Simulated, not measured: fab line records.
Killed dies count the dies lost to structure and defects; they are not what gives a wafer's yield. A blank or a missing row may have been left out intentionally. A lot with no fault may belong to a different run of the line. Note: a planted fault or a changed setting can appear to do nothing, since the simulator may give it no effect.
fab line records	flow sfq_line
record lots=15	wafers=42	last_day=92
route steps=325 shown I0@53 I3@133 M4@150
lots that met no fault: taken from a fault-free run of the same line
start_h: the number of hours between the record's first day and the start of the first shown wafer of the lot	wait_h: hours elapsed since this lot's preceding step	" the same as in the row above	L1.1+2: several wafers, shown together as one row	- no value, or no start was given	* or withheld: withheld	< > ~ a bound
route shown NAME@n: a module of which the file shows steps, and the number in the route of the first	usual: mean and standard deviation over wafers with no fault	same: alike in all rows	chamber/n: place in a boat	sites: each site's reading	_std_site: the values' standard deviation	_edge_site: inner sites' mean taken away from outer sites' mean	radius_mm: for every site, how far away it sits from the centre of the wafer	mask NAME#n: copy n	behind: the last tool/chamber to shape the wafer	hold: reason for holding the lot/hours on hold/outcome of the hold	device: the n, p or np transistor that did not switch	end of line: tests run on the same wafers once the route is complete	step lacking rows: just its recipe	killed: dies lost to structure and defects at the first sort, not the wafer's yield	map: dies across one wafer; x = killed, . = not, _ = none there
set.NAME: the setting the step ran with; set.NAME@STEP: the setting that earlier step ran with	model.NAME: the simulator's own value behind a step, which no gauge read
the route's steps for a sample of lots (tables are steps, rows are wafers)
services: a tool's chamber out of use, with start hour (start_h, from the record's first day; less than 0 if before it), hours out, and reason
## steps
# step SFQ_I0_OVL_MEAS_908
# usual I0_OVL=0/5.1
lot.wafer	tool	chamber	start_h	wait_h	I0_OVL[nm]
L641.1	overlay-02	-	378.86	0.1	9
L641.3	"	-	"	"	0
L641.6	"	-	"	"	4
L642.2	overlay-02	-	383.66	0.1	6
L642.3	"	-	"	"	9
L642.4	"	-	"	"	3
L643.2	overlay-02	-	387.26	0.1	-14
L643.3	"	-	"	"	-6
L643.5	"	-	"	"	-7
L644.3	overlay-01	-	398.19	0.1	-7
L644.4	"	-	"	"	-5
L644.6	"	-	"	"	-3
L645.1	overlay-01	-	418.71	0.1	6
L645.2	"	-	"	"	5
L645.5	"	-	"	"	4
L646.1	overlay-01	-	434.31	0.1	-11
L646.2	"	-	"	"	4
L646.6	"	-	"	"	6
L648.1	overlay-01	-	458.23	0.1	1
L648.2	"	-	"	"	-2
L648.3	"	-	"	"	8
L649.1	overlay-02	-	460.63	0.1	-2
L649.3	"	-	"	"	2
L649.4	"	-	"	"	-3
L653.1	overlay-02	-	480.27	0.1	5
L653.3	"	-	"	"	-6
L653.4	"	-	"	"	-6
L654.3	overlay-02	-	481.48	0.1	-1
L654.4	"	-	"	"	6
L654.6	"	-	"	"	-2
L656.5	overlay-02	-	483.89	0.0	4
L656.6	"	-	"	"	-2
L657.5	overlay-01	-	485.09	0.0	0
L657.6	"	-	"	"	1
L661.1	overlay-01	-	489.87	0.1	0
L661.6	"	-	"	"	1
L662.2	overlay-01	-	491.08	0.1	8
L662.3	"	-	"	"	3
L662.4	"	-	"	"	1
L663.1	overlay-01	-	492.27	0.1	0
L663.3	"	-	"	"	-1
L663.4	"	-	"	"	3
# step SFQ_TRILAYER_I3_DEP_PECVD_081
# recipe material=SiO2	temp_c=150	time_s=111.11	pressure_torr=2.4	rf_w=183.3	precursor=SiH4/N2O	target_thk_nm=500
# usual heater_power_w=86/18	run_length_s=139.3/0.52	throttle_valve_pct=25.5/1.7
lot.wafer	tool	chamber	start_h	wait_h	heater_power_w	run_length_s	throttle_valve_pct
L641.1	pecvd-01	1	1029.73	0.0	100	139.8	23.9
L641.3	"	2	"	"	53	139.4	24.0
L641.6	"	2	"	"	58	138.9	24.1
L642.2	pecvd-02	1	1030.93	0.0	88	138.5	25.0
L642.3	"	0	"	"	51	139.5	26.9
L642.4	"	2	"	"	82	139.4	28.1
L643.2	pecvd-03	2	1032.13	0.0	85	139.4	27.9
L643.3	"	0	"	"	99	139.8	23.7
L643.5	"	0	"	"	104	139.9	23.7
L644.3	pecvd-02	2	1034.12	0.0	78	139.4	28.5
L644.4	"	2	"	"	82	139.7	28.5
L644.6	"	0	"	"	60	139.0	26.7
L645.1	pecvd-01	1	1037.21	0.0	101	140.0	23.7
L645.2	"	2	"	"	53	139.2	24.0
L645.5	"	0	"	"	97	138.7	23.3
L646.1	pecvd-03	1	1054.57	0.0	116	139.7	25.0
L646.2	"	2	"	"	94	139.8	27.7
L646.6	"	1	"	"	122	139.7	25.1
L648.1	pecvd-01	2	1198.99	0.0	63	139.3	24.3
L648.2	"	1	"	"	93	140.4	24.2
L648.3	"	0	"	"	97	138.7	23.7
L649.1	pecvd-03	0	1206.19	0.0	104	139.9	24.1
L649.3	"	1	"	"	108	139.5	25.6
L649.4	"	0	"	"	108	139.8	24.0
L653.1	pecvd-03	0	1216.99	0.0	94	139.8	24.1
L653.3	"	2	"	"	95	139.0	28.4
L653.4	"	2	"	"	78	139.0	28.4
L654.3	pecvd-02	2	1219.39	0.0	85	139.1	28.4
L654.4	"	0	"	"	60	138.7	26.6
L654.6	"	2	"	"	88	139.3	28.4
L656.5	pecvd-02	0	1225.43	0.0	57	171.2	26.6
L656.6	"	1	"	"	91	171.2	24.7
L657.5	pecvd-02	1	1227.83	0.0	92	171.3	24.7
L657.6	"	0	"	"	62	172.2	26.5
L661.1	pecvd-02	1	1239.79	0.0	84	138.7	24.6
L661.6	"	2	"	"	81	172.3	28.5
L662.2	pecvd-01	0	1240.99	0.0	85	138.6	24.0
L662.3	"	2	"	"	56	139.2	24.6
L662.4	"	0	"	"	87	139.4	23.8
L663.1	pecvd-03	1	1243.39	0.0	124	139.6	25.6
L663.3	"	2	"	"	81	139.2	28.5
L663.4	"	0	"	"	109	139.7	24.2
# step SFQ_TRILAYER_I3_CMP_CMP_082
# recipe material=SiO2	down_force_psi=3	platen_rpm=60	pad_velocity_m_s=0.94248
# usual motor_current_A=10.3/1.3	time_to_endpoint_s=213/7.8
lot.wafer	tool	chamber	start_h	wait_h	motor_current_A	time_to_endpoint_s
L641.3	cmp-01	0	1033.40	3.6	10.0	210
L641.1	"	1	"	"	10.5	219
L641.6	"	3	1034.90	5.1	9.6	210
L642.2	cmp-01	2	1038.40	7.4	9.6	204
L642.4	"	3	"	"	9.9	201
L642.3	"	1	1039.90	8.9	10.9	214
L643.2	cmp-02	0	1042.41	10.2	8.9	212
L643.3	"	1	"	"	13.1	213
L643.5	"	2	"	"	10.1	211
L644.4	cmp-01	1	1044.40	10.2	10.9	212
L644.3	"	0	1045.90	11.7	9.8	201
L644.6	"	2	1046.90	12.7	9.9	220
L645.1	cmp-01	3	1047.40	10.2	10.5	202
L645.2	"	2	1049.01	11.8	10.4	203
L645.5	"	0	1050.09	12.8	9.7	199
L646.1	cmp-01	3	1073.35	18.7	10.2	197
L646.2	"	1	1074.35	19.7	11.6	212
L646.6	"	2	"	"	9.6	221
L648.2	cmp-02	3	1201.49	2.5	10.9	210
L648.1	"	0	"	"	8.5	212
L648.3	"	2	1202.99	4.0	10.0	219
L649.1	cmp-02	1	1210.49	4.3	13.9	204
L649.4	"	2	"	"	9.8	213
L649.3	"	0	1211.99	5.8	8.8	212
L653.4	cmp-01	1	1226.80	9.7	11.0	224
L653.3	"	2	"	"	9.6	216
L653.1	"	3	"	"	9.5	212
L654.4	cmp-02	3	1231.49	12.0	10.3	214
L654.3	"	0	"	"	8.7	210
L654.6	"	3	1233.49	14.0	10.1	206
L656.5	cmp-02	0	1239.49	14.0	8.9	326
L656.6	"	1	"	"	13.3	333
L657.5	cmp-02	1	1242.49	14.6	13.7	324
L657.6	"	2	"	"	9.8	317
L661.1	cmp-01	3	1251.93	12.1	9.5	201
L661.6	"	1	1252.93	13.1	11.0	331
L662.2	cmp-01	1	1253.93	12.9	11.1	222
L662.3	"	3	1254.93	13.9	9.9	204
L662.4	"	0	"	"	9.5	215
L663.1	cmp-02	0	1255.99	12.6	9.1	223
L663.4	"	1	"	"	13.6	221
L663.3	"	2	"	"	10.1	212
# step SFQ_TRILAYER_I3_VIA_STRIP_STRIP_089
# recipe gas=O2	power_w=200	platen_temp_c=40	overash_fraction=0.65	chemistry=O2	pressure_mtorr=50
# usual drypump_motor_current_A=5.9/0.46	oes_product_au=0.999/0.012
lot.wafer	tool	chamber	start_h	wait_h	drypump_motor_current_A	oes_product_au	rf_hours_counter_h
L641.1	rie_metal-04	1	1039.23	-	5.2	1.015	7
L641.3	"	0	"	"	6.4	0.989	-
L641.6	"	0	"	"	6.4	0.989	-
L642.2	rie_metal-01	1	1047.63	-	6.1	0.985	63
L642.3	"	0	"	"	5.9	1.006	-
L642.4	"	1	"	"	6.1	0.995	-
L643.2	rie_metal-03	1	1048.83	-	5.7	0.994	1
L643.3	"	1	"	"	5.7	0.984	-
L643.5	"	1	"	"	5.7	0.997	-
L644.3	rie_metal-01	0	1052.80	-	5.9	1.007	-
L644.4	"	1	"	"	6.1	0.987	-
L644.6	"	1	"	"	6.1	0.987	-
L645.1	rie_metal-01	1	1055.03	-	6.1	0.992	64
L645.2	"	0	"	"	6.0	1.009	101
L645.5	"	0	"	"	5.9	0.995	-
L646.1	rie_metal-04	1	1204.18	-	5.2	1.020	26
L646.2	"	0	"	"	6.4	1.009	32
L646.6	"	0	"	"	6.4	1.002	-
L648.1	rie_metal-01	1	1317.72	-	6.1	0.984	101
L648.2	"	0	"	"	5.9	1.016	8
L648.3	"	0	"	"	5.9	1.012	-
L649.1	rie_metal-04	0	1327.32	-	6.4	0.992	50
L649.3	"	1	"	"	5.2	1.003	-
L649.4	"	0	"	"	6.4	0.992	-
L653.1	rie_metal-04	1	1340.52	-	5.1	1.001	46
L653.3	"	1	"	"	5.2	1.004	-
L653.4	"	0	"	"	6.4	0.996	-
L654.3	rie_metal-01	0	1344.32	-	6.0	1.009	-
L654.4	"	1	"	"	6.1	0.977	-
L654.6	"	0	"	"	6.0	1.011	-
L656.5	rie_metal-04	1	1348.12	-	5.2	1.008	-
L656.6	"	0	"	"	6.4	0.996	-
L657.5	rie_metal-01	0	1350.52	-	6.0	1.020	-
L657.6	"	1	"	"	6.1	0.975	-
L661.1	rie_metal-03	1	1360.92	-	5.7	1.002	43
L661.6	"	1	"	"	5.7	0.994	-
L662.2	rie_metal-01	1	1367.05	-	6.1	0.997	107
L662.3	"	0	"	"	5.9	1.025	-
L662.4	"	1	"	"	6.1	1.003	-
L663.1	rie_metal-04	0	1369.45	-	6.5	0.996	55
L663.3	"	1	"	"	5.2	1.013	-
L663.4	"	0	"	"	6.4	0.987	-
# step SFQ_M4_RS_MEAS_924
# recipe thk_meas_gauge=four-point-probe	reads=Nb_of_TRILAYER_M4_DEP_SPUTTER_091
# usual M4_NB_RS=0.893/0.008
lot.wafer	tool	chamber	start_h	wait_h	M4_NB_RS[ohm/sq]
L641.1	film_metro-02	-	1040.34	0.0	0.884
L641.3	"	-	"	"	0.890
L641.6	"	-	"	"	0.877
L642.2	film_metro-03	-	1048.72	0.1	0.905
L642.3	"	-	"	"	0.899
L642.4	"	-	"	"	0.909
L643.2	film_metro-01	-	1049.74	0.1	0.883
L643.3	"	-	"	"	0.888
L643.5	"	-	"	"	0.884
L644.3	film_metro-03	-	1053.71	0.1	0.895
L644.4	"	-	"	"	0.890
L644.6	"	-	"	"	0.888
L645.1	film_metro-02	-	1055.92	0.0	0.904
L645.2	"	-	"	"	0.903
L645.5	"	-	"	"	0.897
L646.1	film_metro-03	-	1205.08	0.0	0.887
L646.2	"	-	"	"	0.878
L646.6	"	-	"	"	0.883
L648.1	film_metro-02	-	1318.62	0.0	0.902
L648.2	"	-	"	"	0.903
L648.3	"	-	"	"	0.901
L649.1	film_metro-01	-	1328.22	0.0	0.890
L649.3	"	-	"	"	0.883
L649.4	"	-	"	"	0.892
L653.1	film_metro-02	-	1341.42	0.0	0.898
L653.3	"	-	"	"	0.886
L653.4	"	-	"	"	0.896
L654.3	film_metro-02	-	1345.06	0.1	0.899
L654.4	"	-	"	"	0.893
L654.6	"	-	"	"	0.894
L656.5	film_metro-03	-	1348.70	0.1	0.900
L656.6	"	-	"	"	0.907
L657.5	film_metro-02	-	1351.10	0.1	0.887
L657.6	"	-	"	"	0.886
L661.1	film_metro-01	-	1361.82	0.0	0.893
L661.6	"	-	"	"	0.903
L662.2	film_metro-03	-	1367.96	0.1	0.895
L662.3	"	-	"	"	0.905
L662.4	"	-	"	"	0.898
L663.1	film_metro-01	-	1370.52	0.0	0.889
L663.3	"	-	"	"	0.890
L663.4	"	-	"	"	0.891
## services
tool	chamber	start_h	hours	kind
pecvd-02	-	1006.54	1.8	repair
cmp-01	-	1016.66	2.3	repair
cmp-02	-	1029.69	11.7	repair
cmp-02	-	1032.99	2.6	repair
cmp-01	-	1053.41	4.4	repair
rie_metal-01	-	1062.38	2.8	pm
rie_metal-04	-	1066.12	14.6	pm
cmp-01	-	1078.10	1.7	repair
cmp-02	-	1093.48	4.0	pm
rie_metal-04	1	1112.87	2.2	repair
cmp-02	-	1113.39	7.1	pm
cmp-01	-	1140.17	0.2	repair
cmp-02	-	1169.66	0.9	repair
cmp-02	-	1172.04	14.5	pm
rie_metal-01	-	1178.15	0.6	repair
rie_metal-04	-	1222.35	2.8	pm
cmp-01	-	1229.80	6.1	pm
rie_metal-04	1	1236.04	1.1	repair
cmp-01	-	1259.93	4.0	pm
cmp-01	-	1275.06	1.0	repair
cmp-01	-	1300.11	7.6	pm
cmp-02	-	1310.58	0.8	repair
cmp-02	-	1331.06	1.6	repair
cmp-02	-	1339.11	2.3	repair
## key
first_sign step=SFQ_TRILAYER_I3_DEP_PECVD_081	reading=run_length_s	direction=up	sigmas=62	usual=*	struck=*
effect step=SFQ_TRILAYER_I3_CMP_CMP_082	reading=time_to_endpoint_s	direction=up	sigmas=15	usual=*	struck=*
met_at SFQ_TRILAYER_I3_DEP_PECVD_081
struck_lots L656,L657,L661
struck_wafers L656.5,L656.6,L657.5,L657.6,L661.6
not_acting_at SFQ_I0_OVL_MEAS_908,SFQ_TRILAYER_I3_VIA_STRIP_STRIP_089,SFQ_M4_RS_MEAS_924
onset_between 1219.39 1225.43
fault kind=process_parameter_drift	tool=pecvd-02	chamber=-	onset_h=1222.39	steps=SFQ_TRILAYER_I3_DEP_PECVD_081	channel=time_s	offset=*	shape=step	end_h=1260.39	scope=struck_wafers_only	acts_in=*	stated=*
